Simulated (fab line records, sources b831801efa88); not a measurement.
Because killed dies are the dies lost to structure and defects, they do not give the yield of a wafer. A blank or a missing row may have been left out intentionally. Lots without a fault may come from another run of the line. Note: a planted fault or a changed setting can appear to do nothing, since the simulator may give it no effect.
Which tool did it? | flow sky130 | Sampling: 13 lots, 39 wafers, 4 of 708 route steps

WHAT EACH GAUGE READ, for each wafer
SKY_PAD_OPEN_BOW_MEAS_13.
lot  | measured     | on           | PAD_OPEN_BOW (um)
L894 | day 45 09:59 | filmMetro-01 | 41 43 49
L895 | day 45 19:43 | filmMetro-01 | 34 44 42
L896 | day 46 04:25 | filmMetro-04 | 40 30 37
L898 | day 46 18:31 | filmMetro-01 | 40 40 32
L899 | day 46 22:14 | filmMetro-01 | 37 53 48
L900 | day 47 03:59 | filmMetro-04 | 38 45 44
L902 | day 47 16:02 | filmMetro-02 | 57 55 51
L903 | day 48 02:19 | filmMetro-01 | 39 39 51
L906 | day 48 17:35 | filmMetro-01 | 54 38 46
L911 | day 49 17:10 | filmMetro-04 | 30 47 50
L913 | day 50 02:37 | filmMetro-01 | 45 44 46
L915 | day 50 12:27 | filmMetro-01 | 41 36 58
L916 | day 50 18:30 | filmMetro-01 | 39 51 46

WHICH TOOL RAN EACH LOT (tool, then ch and the chambers of the sampled wafers, then the start)
lot  | SKY_PWDE_STRIP_09                  | SKY_METAL5_SPUTTER_00       | SKY_PASSIVATION_CVD_02
L894 | plasmaAsher-02 ch 0,1, day 3 15:33 | pvdSputter-04, day 42 10:57 | pecvd-02 ch 0,2, day 43 10:44
L895 | plasmaAsher-04 ch 0,1, day 3 23:42 | pvdSputter-04, day 42 21:58 | pecvd-03 ch 0,1, day 43 21:28
L896 | plasmaAsher-02 ch 0,1, day 4 06:56 | pvdSputter-01, day 43 08:20 | pecvd-04 ch 0,1, day 44 07:39
L898 | plasmaAsher-02 ch 0,1, day 4 19:45 | pvdSputter-03, day 44 00:40 | pecvd-04 ch 0,2, day 45 00:07
L899 | plasmaAsher-02 ch 0,1, day 4 23:27 | pvdSputter-04, day 44 03:25 | pecvd-02 ch 0,1,2, day 45 02:12
L900 | plasmaAsher-04 ch 0,1, day 5 03:42 | pvdSputter-04, day 44 10:52 | pecvd-03 ch 0,1,2, day 45 09:41
L902 | plasmaAsher-02 ch 0, day 5 15:15   | pvdSputter-03, day 45 00:34 | pecvd-02 ch 0,1,2, day 45 22:40
L903 | plasmaAsher-02 ch 0,1, day 5 22:15 | pvdSputter-01, day 45 10:57 | pecvd-04 ch 1,2, day 46 08:52
L906 | plasmaAsher-01 ch 0,1, day 6 17:48 | pvdSputter-03, day 46 04:39 | pecvd-04 ch 0,2, day 47 01:07
L911 | plasmaAsher-02 ch 0,1, day 7 18:42 | pvdSputter-04, day 47 06:07 | pecvd-04 ch 0,1,2, day 48 02:50
L913 | plasmaAsher-02 ch 0,1, day 8 10:42 | pvdSputter-01, day 47 18:06 | pecvd-02 ch 0,2, day 48 14:27
L915 | plasmaAsher-01 ch 0,1, day 8 18:38 | pvdSputter-01, day 48 06:22 | pecvd-04 ch 0,1, day 49 01:24
L916 | plasmaAsher-01 ch 0,1, day 9 04:38 | pvdSputter-03, day 48 12:57 | pecvd-03 ch 0,1, day 49 07:40
- SKY_PWDE_STRIP_09: strips in O2/N2.
- SKY_METAL5_SPUTTER_00: material Ti, target thk 15 nm, time 10 s.
- SKY_PASSIVATION_CVD_02: deposits Si3N4, target thk 540 nm.

WHAT THE TOOLS THEMSELVES READ (means of the sampled wafers that have a number; where no wafer has one, the mark that the record gives instead)
SKY_PWDE_STRIP_09.
lot  | tool           | drypumpMotorCurrentA (A) | oesProductAu (a.u.) | stripTimeToEndpointS (s)
L894 | plasmaAsher-02 | 5.3                      | 0.722               | 36.87
L895 | plasmaAsher-04 | 6.0                      | 0.722               | 36.75
L896 | plasmaAsher-02 | 5.6                      | 0.732               | 36.96
L898 | plasmaAsher-02 | 5.6                      | 0.720               | 36.83
L899 | plasmaAsher-02 | 5.3                      | 0.722               | 36.86
L900 | plasmaAsher-04 | 6.1                      | 0.721               | 37.00
L902 | plasmaAsher-02 | 5.8                      | 0.725               | 36.95
L903 | plasmaAsher-02 | 5.6                      | 0.726               | 36.92
L906 | plasmaAsher-01 | 5.5                      | 0.718               | 36.91
L911 | plasmaAsher-02 | 5.4                      | 0.721               | 36.89
L913 | plasmaAsher-02 | 5.4                      | 0.718               | 37.07
L915 | plasmaAsher-01 | 5.2                      | 0.721               | 36.84
L916 | plasmaAsher-01 | 5.5                      | 0.726               | 36.82

SKY_METAL5_SPUTTER_00.
lot  | tool          | throttleValvePct (%)
L894 | pvdSputter-04 | 30.1
L895 | pvdSputter-04 | 28.8
L896 | pvdSputter-01 | 29.6
L898 | pvdSputter-03 | 30.7
L899 | pvdSputter-04 | 28.9
L900 | pvdSputter-04 | 31.4
L902 | pvdSputter-03 | 30.8
L903 | pvdSputter-01 | 28.7
L906 | pvdSputter-03 | 30.9
L911 | pvdSputter-04 | 30.4
L913 | pvdSputter-01 | 29.7
L915 | pvdSputter-01 | 28.9
L916 | pvdSputter-03 | 29.5

SKY_PASSIVATION_CVD_02.
lot  | tool     | heaterPowerW (W)
L894 | pecvd-02 | 738
L895 | pecvd-03 | 728
L896 | pecvd-04 | 711
L898 | pecvd-04 | 613
L899 | pecvd-02 | 716
L900 | pecvd-03 | 735
L902 | pecvd-02 | 726
L903 | pecvd-04 | 642
L906 | pecvd-04 | 641
L911 | pecvd-04 | 708
L913 | pecvd-02 | 786
L915 | pecvd-04 | 702
L916 | pecvd-03 | 707

THE ANSWER, worked out from the rows above alone
Rule: what is usual is taken from the lots themselves. Put in order of their means at a reading, lots are off if they are a third of the lots or fewer, leave a main group of 4 or more, and stand apart from it by a gap of 3 or more times the standard deviation of the main group's means; of several such gaps the widest counts. A main group is skipped when, at the precision printed for the reading in the tables above, its means are all equal. Also off: a lot with no number at a reading for which 4 or more lots have one. Where the step has rows for the other lots, those lots are counted as sound. After the gauges, taken in route order, come the tools' own readings; for these a lot's mean is taken, as printed above. At the first step where some lot is off, the reading lying furthest off is the one used; lots without a number count as furthest.
Across all readings shown, no lot is off: no conclusion can be drawn from this.

WHAT THE SIMULATOR HAD PUT IN
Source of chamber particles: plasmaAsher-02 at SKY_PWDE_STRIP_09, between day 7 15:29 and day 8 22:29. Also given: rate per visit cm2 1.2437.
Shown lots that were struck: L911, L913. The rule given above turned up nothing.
